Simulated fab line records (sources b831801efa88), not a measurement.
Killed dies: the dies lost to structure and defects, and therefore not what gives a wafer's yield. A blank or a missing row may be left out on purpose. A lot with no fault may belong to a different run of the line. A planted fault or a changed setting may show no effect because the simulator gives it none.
Matching of chambers -- flow sky130 -- cmp-01 running SKY_CONTACT_CMP_04: 4 sister chambers
The step polishes SiO2. 16 wafers are shown with their chamber, then 8 later ones without.

== WAFERS, EACH WITH ITS CHAMBER ==
wafer,chamber,motorCurrentA (A),timeToEndpointS (s)
L550.4,3,12.1,81
L550.5,3,11.6,89
L550.6,2,12.0,85
L549.1,1,10.7,82
L549.2,2,12.1,76
L549.5,0,12.0,80
L551.1,0,12.8,84
L551.4,1,11.2,84
L551.5,0,11.8,83
L557.2,3,11.7,83
L557.3,0,12.6,81
L557.4,2,11.8,85
L566.2,2,11.8,84
L566.3,1,11.5,85
L566.6,2,11.6,83
L567.1,3,11.6,84

SIGNATURES, as means of the wafers listed above
reading,chamber 0,chamber 1,chamber 2,chamber 3,scatter within a chamber
motorCurrentA,12.300,11.133,11.860,11.750,0.333
timeToEndpointS,82.00,83.67,82.60,84.25,2.98
Rule: for each reading, subtract the chamber's mean from the wafer's reading, divide by that reading's scatter and square the result; add these up over the readings and take the root, which gives the wafer's distance from the chamber. The wafer belongs to the nearest chamber; if the next one is less than 2 further off, it can't be placed. How the scatter is found: for the shown wafers, subtract from each reading the mean of its chamber, square and add these, divide the total by (wafers less chambers), then take the root.

== WAFERS WITH NO CHAMBER GIVEN ==
wafer,motorCurrentA (A),timeToEndpointS (s)
L567.3,10.9,75
L567.5,12.1,79
L568.2,12.8,80
L568.3,11.1,85
L568.5,12.2,80
L569.1,11.7,87
L569.2,11.1,88
L569.3,12.4,88

== CHAMBER TAKEN BY EACH ==
wafer,from the rows above,in truth
L567.3,can't be placed: 1 or 2 or 3 or 0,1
L567.5,can't be placed: 0 or 2 or 3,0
L568.2,can't be placed: 0 or 2 or 3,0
L568.3,can't be placed: 1 or 3 or 2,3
L568.5,can't be placed: 0 or 2 or 3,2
L569.1,can't be placed: 3 or 2 or 1 or 0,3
L569.2,can't be placed: 1 or 3 or 2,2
L569.3,can't be placed: 0 or 3 or 2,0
Correctly placed: 0 of 8. Not placeable from these rows: 8 (in 8, the candidates include the true chamber). Wrongly placed: 0.
